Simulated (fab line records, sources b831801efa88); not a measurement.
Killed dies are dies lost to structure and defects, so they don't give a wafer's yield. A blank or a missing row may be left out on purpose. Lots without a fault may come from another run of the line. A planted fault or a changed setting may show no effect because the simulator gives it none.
fab line records | flow sky130
record lots=7 wafers=21 last_day=49
route steps=708 shown SD_N@344 SD_P@359 RES_XHIGH@360 PAD_OPEN@708
lots that met no fault: from a run of the same line without faults
start_h: hours from the record's first day to the start of the lot's first wafer shown | wait_h: hours since the lot's step before | " the same as in the row above | L1.1+2: a row that stands for several wafers | - no value, or no start given | * or withheld: withheld | < > ~ a bound
route shown NAME@n: a module of which the file shows steps, and the number in the route of the first | usual: mean/standard deviation of fault-free wafers | same: alike in all rows | chamber/n: place in a boat | sites: the reading at each site | _std_site: their standard deviation | _edge_site: outer sites' mean less inner sites' | radius_mm: how far each site lies from the wafer's centre | mask NAME#n: copy n | behind: the tool/chamber that last shaped the wafer | hold: why the lot was held/for how many hours/how that ended | device: the transistor (n, p or np) that didn't switch | end of line: the same wafers' tests at the end of the route | a step without rows: its recipe alone | killed: dies lost to structure and defects at the first sort, not the wafer's yield | map: a wafer's dies, x killed, . not, _ none there
set.NAME: the setting as run; set.NAME@STEP: as run at that earlier step | model.NAME: the simulator's own value behind a step, which no gauge read
lots at some steps of the route; a table a step, a row a wafer
services: from which hour (start_h, from the record's first day; less than 0 if before it) a tool's chamber was out of use, for how many hours, and why
## steps
# step SKY_SD_N_COAT_02
# recipe resist=NOVOLAK spin_rpm=3000 resist_thk_nm=1140
# step SKY_SD_N_SOFTBAKE_03
# recipe temp_c=90 time_s=60 resist=NOVOLAK
# step SKY_SD_N_EXPOSE_04
# recipe mask_id=NSDM na=0.6 source_shape=conventional sigma_outer=0.6 polarization=unpolarized target_cd_nm=380 dose_mj=141
# step SKY_SD_N_PEB_05
# recipe temp_c=withheld time_s=* resist=NOVOLAK
# step SKY_SD_N_DEVELOP_06
# recipe resist=NOVOLAK developer=TMAH develop_time_s=60 dev_temp_c=23
# step SKY_SD_N_CD_MEAS_07
# recipe target_cd_nm=380
# usual cd_nm=380.5/3
# columns lot.wafer tool chamber start_h wait_h cd_nm
L283.1 cd_sem-01 - 670.66 0.1 377.7
L283.5 " - " " 379.9
L283.6 " - " " 374.9
L286.1 cd_sem-01 - 686.57 0.1 383.1
L286.2 " - " " 380.4
L286.3 " - " " 382.2
L295.2 cd_sem-01 - 757.05 0.1 377.0
L295.3 " - " " 376.5
L295.6 " - " " 378.1
L296.1 cd_sem-02 - 766.46 0.1 382.5
L296.3 " - " " 382.7
L296.4 " - " " 382.9
L297.1 cd_sem-01 - 777.07 0.1 384.0
L297.4 " - " " 384.7
L297.6 " - " " 385.4
L299.3 cd_sem-02 - 786.72 0.1 387.4
L299.5 " - " " 385.3
L299.6 " - " " 383.2
L302.2 cd_sem-02 - 805.39 0.1 379.5
L302.3 " - " " 379.8
L302.6 " - " " 376.1
# step SKY_SD_N_OVL_MEAS_08
# usual SD_N_OVL=-1.8/1.7
# columns lot.wafer tool chamber start_h wait_h SD_N_OVL[nm]
L283.1 overlay-01 - 670.78 0.1 -4.1
L283.5 " - " " -4.1
L283.6 " - " " -5.6
L286.1 overlay-01 - 686.69 0.1 -1.0
L286.2 " - " " -2.9
L286.3 " - " " -3.1
L295.2 overlay-01 - 757.15 0.1 -1.3
L295.3 " - " " -1.7
L295.6 " - " " -3.9
L296.1 overlay-02 - 766.58 0.1 -1.3
L296.3 " - " " 0.1
L296.4 " - " " -2.3
L297.1 overlay-02 - 777.19 0.1 -3.6
L297.4 " - " " -1.9
L297.6 " - " " -2.6
L299.3 overlay-02 - 786.81 0.1 -0.7
L299.5 " - " " 0.7
L299.6 " - " " -0.5
L302.2 overlay-02 - 805.50 0.1 0.0
L302.3 " - " " -0.2
L302.6 " - " " -1.5
# step SKY_SD_N_IMPLANT_09
# recipe species=As energy_kev=50 dose_cm2=4e+15 tilt_deg=0
# step SKY_SD_N_IMPLANT_10
# recipe species=P energy_kev=20 dose_cm2=1e+14 tilt_deg=0
# step SKY_SD_N_STRIP_11
# recipe chemistry=O2/N2 power_w=1400 pressure_mtorr=1500 platen_temp_c=withheld o2_flow_sccm=3000 n2_flow_sccm=300 overash_fraction=0.5
# usual drypump_motor_current_A=5.7/0.34 oes_product_au=0.527/0.0047 strip_time_to_endpoint_s=22.55/0.041
# columns lot.wafer tool chamber start_h wait_h drypump_motor_current_A oes_product_au rf_hours_counter_h strip_time_to_endpoint_s
L283.1 plasma_asher-04 1 671.12 0.1 5.8 0.530 87 22.51
L283.5 " 1 " " 5.8 0.529 - 22.53
L283.6 " 0 " " 5.4 0.531 - 22.54
L286.1 plasma_asher-01 1 687.03 0.1 6.0 0.526 101 22.53
L286.2 " 0 " " 5.6 0.530 101 22.53
L286.3 " 1 " " 6.0 0.527 - 22.54
L295.2 plasma_asher-04 1 757.48 0.1 5.8 0.531 95 22.63
L295.3 " 1 " " 5.8 0.533 - 22.62
L295.6 " 0 " " 5.3 0.529 - 22.60
L296.1 plasma_asher-01 1 766.92 0.1 6.0 0.535 2 22.59
L296.3 " 0 " " 5.5 0.530 - 22.57
L296.4 " 1 " " 6.0 0.527 - 22.54
L297.1 plasma_asher-04 1 777.53 0.1 5.8 0.535 97 22.52
L297.4 " 1 " " 5.8 0.525 - 22.57
L297.6 " 1 " " 5.8 0.526 - 22.53
L299.3 plasma_asher-02 1 787.16 0.1 5.4 0.531 - 22.57
L299.5 " 1 " " 5.4 0.528 - 22.61
L299.6 " 0 " " 6.3 0.528 - 22.56
L302.2 plasma_asher-04 0 805.83 0.1 5.3 0.528 101 22.59
L302.3 " 0 " " 5.3 0.520 - 22.59
L302.6 " 1 " " 5.8 0.526 - 22.65
# step SKY_SD_N_TW_MEAS_12
# usual SD_N_TW=4024/35
# columns lot.wafer tool chamber start_h wait_h SD_N_TW
L283.1 film_metro-01 - 671.22 0.1 4020
L283.5 " - " " 4032
L283.6 " - " " 4013
L286.1 film_metro-01 - 687.13 0.1 4015
L286.2 " - " " 4015
L286.3 " - " " 4003
L295.2 film_metro-04 - 757.59 0.1 4041
L295.3 " - " " 4066
L295.6 " - " " 4052
L296.1 film_metro-04 - 767.02 0.1 4083
L296.3 " - " " 4088
L296.4 " - " " 4073
L297.1 film_metro-02 - 777.63 0.1 3970
L297.4 " - " " 3973
L297.6 " - " " 3990
L299.3 film_metro-04 - 787.25 0.1 4067
L299.5 " - " " 4077
L299.6 " - " " 4059
L302.2 film_metro-01 - 805.94 0.1 4012
L302.3 " - " " 3988
L302.6 " - " " 4024
# step SKY_SD_N_CLEAN_13
# recipe chemistry=SC1/SC2 mix=1:4:20 temp_c=70 time_s=150 dry=n2_spin
# step SKY_SD_N_RTA_14
# recipe temp_c=1075 time_s=2 idle_temp_c=650 ramp_up_c_per_s=150 ramp_down_c_per_s=90 ambient=N2
# usual lamp_power_pct=15.74/0.047 ramp_up_c_per_s=150.00/0.027 wafer_temp_C_max=1078.1/1.3
# columns lot.wafer tool chamber start_h wait_h lamp_power_pct ramp_up_c_per_s wafer_temp_C_max
L283.1 rtp_anneal-02 0 671.38 0.0 15.81 149.98 1078.6
L283.5 " 0 " " 15.69 149.98 1078.7
L283.6 " 0 " " 15.72 149.98 1078.9
L286.1 rtp_anneal-01 0 687.24 0.0 15.72 149.99 1081.0
L286.2 " 0 " " 15.69 150.00 1075.7
L286.3 " 0 " " 15.81 149.99 1077.0
L295.2 rtp_anneal-02 0 757.70 0.0 16.51 149.97 1107.8
L295.3 " 0 " " 16.51 150.04 1108.8
L295.6 " 0 " " 16.57 149.98 1108.7
L296.1 rtp_anneal-01 0 767.13 0.0 15.71 149.94 1076.1
L296.3 " 0 " " 15.74 150.02 1079.7
L296.4 " 0 " " 15.79 149.98 1079.4
L297.1 rtp_anneal-02 0 777.74 0.0 16.52 149.99 1107.0
L297.4 " 0 " " 16.51 149.98 1107.6
L297.6 " 0 " " 16.51 150.00 1107.0
L299.3 rtp_anneal-02 0 787.36 0.0 16.56 150.01 1108.3
L299.5 " 0 " " 16.52 150.01 1107.2
L299.6 " 0 " " 16.58 149.99 1105.7
L302.2 rtp_anneal-01 0 806.10 0.0 15.72 149.99 1076.7
L302.3 " 0 " " 15.71 149.97 1077.2
L302.6 " 0 " " 15.73 150.03 1079.6
# step SKY_SD_N_RS_MEAS_16
# recipe thk_meas_gauge=four-point-probe
# usual SD_N_RS=68.56/0.11
# columns lot.wafer tool chamber start_h wait_h SD_N_RS[ohm/sq]
L283.1 film_metro-04 - 671.55 0.1 68.57
L283.5 " - " " 68.55
L283.6 " - " " 68.51
L286.1 film_metro-02 - 687.41 0.1 68.57
L286.2 " - " " 68.47
L286.3 " - " " 68.56
L295.2 film_metro-04 - 757.88 0.1 63.32
L295.3 " - " " 63.29
L295.6 " - " " 63.27
L296.1 film_metro-02 - 767.30 0.1 68.63
L296.3 " - " " 68.71
L296.4 " - " " 68.58
L297.1 film_metro-04 - 777.94 0.1 63.56
L297.4 " - " " 63.22
L297.6 " - " " 63.37
L299.3 film_metro-02 - 787.55 0.1 63.33
L299.5 " - " " 63.46
L299.6 " - " " 63.37
L302.2 film_metro-01 - 806.29 0.1 68.55
L302.3 " - " " 68.74
L302.6 " - " " 68.67
# step SKY_SD_N_RS_MEAS_17
# recipe thk_meas_gauge=four-point-probe
# usual SD_P_RS=147.1/0.35
# columns lot.wafer tool chamber start_h wait_h SD_P_RS[ohm/sq]
L283.1 film_metro-04 - 671.67 0.1 147.3
L283.5 " - " " 146.7
L283.6 " - " " 146.8
L286.1 film_metro-02 - 687.53 0.1 147.4
L286.2 " - " " 147.0
L286.3 " - " " 147.4
L295.2 film_metro-04 - 758.00 0.1 122.0
L295.3 " - " " 121.9
L295.6 " - " " 122.0
L296.1 film_metro-02 - 767.42 0.1 147.2
L296.3 " - " " 147.1
L296.4 " - " " 147.4
L297.1 film_metro-04 - 778.06 0.1 122.2
L297.4 " - " " 121.9
L297.6 " - " " 122.4
L299.3 film_metro-02 - 787.67 0.1 122.5
L299.5 " - " " 121.8
L299.6 " - " " 122.0
L302.2 film_metro-01 - 806.41 0.1 147.2
L302.3 " - " " 147.0
L302.6 " - " " 147.3
# step SKY_SD_N_RS_MEAS_18
# recipe thk_meas_gauge=four-point-probe
# usual RES_XHIGH_RS=333.0/1.1
# columns lot.wafer tool chamber start_h wait_h RES_XHIGH_RS[ohm/sq]
L283.1 film_metro-04 - 671.79 0.1 332.6
L283.5 " - " " 333.9
L283.6 " - " " 332.6
L286.1 film_metro-02 - 687.65 0.1 333.2
L286.2 " - " " 332.3
L286.3 " - " " 334.2
L295.2 film_metro-04 - 758.12 0.1 332.6
L295.3 " - " " 331.1
L295.6 " - " " 330.6
L296.1 film_metro-02 - 767.54 0.1 331.4
L296.3 " - " " 331.8
L296.4 " - " " 332.7
L297.1 film_metro-04 - 778.18 0.1 328.7
L297.4 " - " " 329.0
L297.6 " - " " 329.3
L299.3 film_metro-02 - 787.79 0.1 330.9
L299.5 " - " " 331.3
L299.6 " - " " 330.8
L302.2 film_metro-01 - 806.53 0.1 334.3
L302.3 " - " " 334.8
L302.6 " - " " 334.3
# step SKY_PAD_OPEN_PROBE_99
# usual killed_at_M0_to_M3=43/7.3 killed_at_M4_up=3.2/1.8 killed_at_contacts=24/5.8 killed_at_front_end=16/4.5 killed_at_other=0.3/0.53 killed_dies=87/9.9 killed_on_rim=17/3.8 killed_open=48/6.8 killed_short=39/6.9
# same gross_dies=492 killed_at_back_side=0
# columns lot.wafer tool chamber start_h wait_h killed_at_M0_to_M3 killed_at_M4_up killed_at_contacts killed_at_front_end killed_at_other killed_dies killed_on_rim killed_open killed_short model.etest.res_xhigh_po.line_ohm_um model.etest.res_xhigh_po.rs_ohm_sq model.etest.pfet_01v8.r_on_ohm_um model.etest.res_pdiff.line_ohm_um model.etest.res_high_po.line_ohm_um model.etest.pfet_g5v0d10v5.r_on_ohm_um model.etest.licon_high_po.rc_ohm model.etest.res_ndiff.line_ohm_um
L283.1 prober-01 - 1092.89 0.1 38 0 19 21 0 78 16 45 33 5694 1981 2992 1339 742.6 4613 347.6 748.9
L283.5 prober-01 - 1093.09 0.2 46 5 24 23 1 99 10 48 51 5722 1989 2993 1361 735.2 4680 342.9 765.2
L283.6 prober-01 - 1093.14 0.2 41 1 24 18 0 84 18 53 31 5654 1962 2981 1382 739.1 4688 344.8 766.7
L286.1 prober-01 - 1099.78 0.1 50 3 22 22 0 97 18 58 39 5723 2029 3024 1362 744.3 4766 362.5 739.5
L286.2 prober-01 - 1099.83 0.1 40 3 24 13 0 80 16 47 33 5604 1930 2887 1333 730.7 4668 358.6 723.8
L286.3 prober-01 - 1099.88 0.2 41 5 23 17 0 86 18 45 41 5484 1942 2948 1344 724.5 4669 340.2 738.7
L295.2 prober-01 - 1153.52 0.1 38 4 21 19 1 83 19 43 40 4681 1617 2593 1155 630.5 4653 266.1 688.8
L295.3 prober-01 - 1153.57 0.2 43 2 26 17 0 88 15 51 37 4497 1590 2562 1151 634.4 4641 250.8 686
L295.6 prober-01 - 1153.72 0.2 40 2 35 17 0 94 18 52 42 4695 1658 2663 1161 643.6 4656 270.7 706.2
L296.1 prober-02 - 1158.26 0.1 48 2 16 27 1 94 18 49 45 5840 2002 2923 1364 747 4765 347.2 735
L296.3 prober-02 - 1158.36 0.2 49 2 17 16 0 84 13 37 47 5708 2007 2920 1354 737.7 4828 349.5 734.4
L296.4 prober-02 - 1158.41 0.2 53 7 28 12 0 100 18 46 54 5725 1986 2933 1382 739.1 4820 357.6 752.9
L297.1 prober-01 - 1162.99 0.1 46 6 19 16 1 88 22 45 43 4407 1525 2646 1126 607.3 4600 253.4 711.8
L297.4 prober-01 - 1163.14 0.2 39 4 29 16 0 88 16 49 39 4340 1501 2662 1129 601.6 4631 247.2 709.4
L297.6 prober-01 - 1163.24 0.2 54 1 28 24 0 107 19 59 48 4402 1515 2609 1144 615.4 4603 250.9 699.5
L299.3 prober-01 - 1173.33 0.2 43 3 23 19 1 89 18 60 29 4382 1524 2596 1182 613.9 4621 255.6 722.2
L299.5 prober-01 - 1173.43 0.2 54 3 26 23 0 106 15 52 54 4477 1544 2638 1174 618.7 4649 254.2 710.2
L299.6 prober-01 - 1173.48 0.2 34 3 23 14 0 74 12 48 26 4473 1566 2654 1151 621 4674 257.3 704.7
L302.2 prober-02 - 1184.54 0.1 51 4 26 15 0 96 23 54 42 5663 2027 2920 1343 750.1 4828 349.3 761.5
L302.3 prober-02 - 1184.59 0.2 37 4 28 13 0 82 12 44 38 5607 1983 2847 1346 747.2 4688 354.3 755.9
L302.6 prober-02 - 1184.74 0.2 39 2 31 14 1 87 11 46 41 5704 1989 2922 1333 741.1 4779 356.4 765.3
# killed by level:class
L283.1 VIA1:geometric_particle:open=11 CONTACT:geometric_particle:open=10 FIELD_ISO:geometric_particle:short=7 LI_CONTACT:geometric_particle:open=5 METAL1:geometric_particle:short=5 VIA1:geometric_particle:short=5 METAL2:geometric_particle:short=5 FIELD_ISO:geometric_particle:open=4
L283.5 VIA2:geometric_particle:open=10 VIA1:geometric_particle:open=9 FIELD_ISO:geometric_particle:short=7 LI_CONTACT:geometric_particle:open=7 VIA1:geometric_particle:short=6 CONTACT:geometric_particle:open=5 VIA3:geometric_particle:short=5 POLY_GATE:geometric_particle:short=4
L283.6 VIA1:geometric_particle:open=12 CONTACT:geometric_particle:open=8 VIA2:geometric_particle:open=6 VIA3:geometric_particle:open=6 FIELD_ISO:geometric_particle:open=5 POLY_GATE:geometric_particle:short=5 POLY_GATE:geometric_particle:open=5 LI_CONTACT:geometric_particle:open=5
L286.1 LI_CONTACT:geometric_particle:open=11 VIA1:geometric_particle:open=11 VIA1:geometric_particle:short=8 CONTACT:geometric_particle:open=8 VIA3:geometric_particle:open=8 POLY_GATE:geometric_particle:short=7 METAL2:geometric_particle:open=6 METAL2:geometric_particle:short=5
L286.2 VIA1:geometric_particle:open=11 VIA2:geometric_particle:open=11 LI_CONTACT:geometric_particle:open=6 CONTACT:geometric_particle:open=6 LI_CONTACT:geometric_particle:short=4 VIA3:geometric_particle:open=4 CONTACT:geometric_particle:short=4 FIELD_ISO:geometric_particle:open=3
L286.3 VIA1:geometric_particle:open=10 LI_CONTACT:geometric_particle:open=8 FIELD_ISO:geometric_particle:short=7 VIA2:geometric_particle:open=6 VIA3:geometric_particle:open=6 CONTACT:geometric_particle:open=5 METAL2:geometric_particle:short=5 CONTACT:geometric_particle:short=4
L295.2 FIELD_ISO:geometric_particle:short=7 LI_CONTACT:geometric_particle:open=7 VIA1:geometric_particle:open=7 VIA2:geometric_particle:open=7 FIELD_ISO:geometric_particle:open=6 CONTACT:geometric_particle:open=6 VIA1:geometric_particle:short=5 METAL2:geometric_particle:short=5
L295.3 LI_CONTACT:geometric_particle:open=12 VIA2:geometric_particle:open=11 VIA1:geometric_particle:open=9 VIA3:geometric_particle:open=5 METAL2:geometric_particle:short=5 CONTACT:geometric_particle:short=5 CONTACT:geometric_particle:open=5 VIA1:geometric_particle:short=5
L295.6 LI_CONTACT:geometric_particle:open=15 FIELD_ISO:geometric_particle:short=7 VIA1:geometric_particle:open=7 LOCAL_INTERCONNECT:geometric_particle:short=6 CONTACT:geometric_particle:open=6 VIA2:geometric_particle:short=6 FIELD_ISO:geometric_particle:open=5 CONTACT:geometric_particle:short=4
L296.1 VIA2:geometric_particle:open=11 VIA1:geometric_particle:open=11 FIELD_ISO:geometric_particle:short=9 FIELD_ISO:geometric_particle:open=9 METAL2:geometric_particle:short=8 METAL1:geometric_particle:short=7 LI_CONTACT:geometric_particle:open=6 VIA2:geometric_particle:short=4
L296.3 METAL1:geometric_particle:short=12 VIA1:geometric_particle:short=8 FIELD_ISO:geometric_particle:open=7 CONTACT:geometric_particle:open=7 VIA1:geometric_particle:open=6 FIELD_ISO:geometric_particle:short=5 METAL2:geometric_particle:short=5 VIA2:geometric_particle:open=5
L296.4 VIA1:geometric_particle:open=12 METAL1:geometric_particle:short=9 CONTACT:geometric_particle:short=9 VIA1:geometric_particle:short=9 CONTACT:geometric_particle:open=7 VIA2:geometric_particle:open=6 LI_CONTACT:geometric_particle:open=5 METAL2:geometric_particle:short=5
L297.1 VIA1:geometric_particle:open=7 VIA2:geometric_particle:open=7 METAL2:geometric_particle:short=7 LI_CONTACT:geometric_particle:open=6 CONTACT:geometric_particle:open=6 METAL1:geometric_particle:short=6 FIELD_ISO:geometric_particle:short=5 VIA3:geometric_particle:open=5
L297.4 CONTACT:geometric_particle:open=13 LI_CONTACT:geometric_particle:open=10 VIA1:geometric_particle:open=8 METAL3:geometric_particle:short=6 CONTACT:geometric_particle:short=5 VIA1:geometric_particle:short=5 METAL2:geometric_particle:short=5 FIELD_ISO:geometric_particle:short=4
L297.6 CONTACT:geometric_particle:open=14 VIA1:geometric_particle:open=12 LI_CONTACT:geometric_particle:open=10 METAL2:geometric_particle:short=9 FIELD_ISO:geometric_particle:short=8 METAL1:geometric_particle:short=7 POLY_GATE:geometric_particle:short=6 VIA3:geometric_particle:short=6
L299.3 CONTACT:geometric_particle:open=13 VIA1:geometric_particle:open=10 VIA2:geometric_particle:open=8 VIA3:geometric_particle:open=7 FIELD_ISO:geometric_particle:short=6 FIELD_ISO:geometric_particle:open=5 LI_CONTACT:geometric_particle:open=5 POLY_GATE:geometric_particle:open=4
L299.5 VIA1:geometric_particle:open=13 METAL2:geometric_particle:short=8 LI_CONTACT:geometric_particle:open=7 METAL1:geometric_particle:short=7 POLY_GATE:geometric_particle:open=6 LOCAL_INTERCONNECT:geometric_particle:short=6 SPACER:geometric_particle:short=5 CONTACT:geometric_particle:open=5
L299.6 VIA2:geometric_particle:open=9 CONTACT:geometric_particle:open=9 FIELD_ISO:geometric_particle:open=7 METAL1:geometric_particle:short=7 VIA1:geometric_particle:open=6 LOCAL_INTERCONNECT:geometric_particle:short=5 VIA3:geometric_particle:open=5 POLY_GATE:geometric_particle:short=3
L302.2 VIA1:geometric_particle:open=17 CONTACT:geometric_particle:open=11 VIA3:geometric_particle:open=8 METAL3:geometric_particle:short=7 CONTACT:geometric_particle:short=5 METAL1:geometric_particle:short=5 FIELD_ISO:geometric_particle:short=4 POLY_GATE:geometric_particle:short=4
L302.3 CONTACT:geometric_particle:open=11 VIA1:geometric_particle:open=7 LI_CONTACT:geometric_particle:open=6 LOCAL_INTERCONNECT:geometric_particle:short=6 METAL1:geometric_particle:short=5 VIA2:geometric_particle:short=5 VIA3:geometric_particle:short=4 VIA2:geometric_particle:open=4
L302.6 LI_CONTACT:geometric_particle:open=10 CONTACT:geometric_particle:open=8 VIA1:geometric_particle:open=7 LOCAL_INTERCONNECT:geometric_particle:short=6 VIA3:geometric_particle:open=6 METAL1:geometric_particle:short=5 VIA2:geometric_particle:short=5 FIELD_ISO:geometric_particle:open=4
## services
# columns tool chamber start_h hours kind
plasma_asher-01 - 697.48 1.6 repair
plasma_asher-04 - 709.80 4.5 repair
plasma_asher-04 - 714.29 2.8 pm
plasma_asher-01 - 733.75 9.0 pm
plasma_asher-01 0 733.75 9.0 vent_cycle
plasma_asher-01 1 733.75 9.0 vent_cycle
plasma_asher-01 0 742.75 - clean
plasma_asher-01 1 742.75 - clean
plasma_asher-01 - 778.12 14.7 pm
## key
first_sign step=SKY_SD_N_RTA_14 reading=wafer_temp_C_max direction=up sigmas=23 usual=* struck=*
effect step=SKY_SD_N_RTA_14 reading=lamp_power_pct direction=up sigmas=17 usual=15.74 struck=16.53
effect step=SKY_SD_N_RS_MEAS_16 reading=SD_N_RS direction=down sigmas=46 usual=68.56 struck=63.35
effect step=SKY_SD_N_RS_MEAS_17 reading=SD_P_RS direction=down sigmas=72 usual=147.1 struck=122.1
effect step=SKY_SD_N_RS_MEAS_18 reading=RES_XHIGH_RS direction=down sigmas=2.4 usual=333.0 struck=330.5
model_effect step=SKY_PAD_OPEN_PROBE_99 value=etest.res_xhigh_po.line_ohm_um without=5810 struck=4484
met_at SKY_SD_N_RTA_14
struck_wafers L295.2,L295.3,L295.6,L297.1,L297.4,L297.6,L299.3,L299.5,L299.6
tester_left_out L295,L297,L299
onset_between 671.38 757.70
fault kind=process_parameter_drift tool=rtp_anneal-02 chamber=- onset_h=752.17 steps=SKY_SD_N_RTA_14 channel=temp_c offset=* shape=step end_h=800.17 acts_in=* stated=*
# tester_left_out: of these lots the tester's yield and bins aren't shown, on N5 and GAA mostly nor the transistor test; their killed dies are dies lost to structure and defects alone, not to doping, threshold or leakage, so they don't give the yield
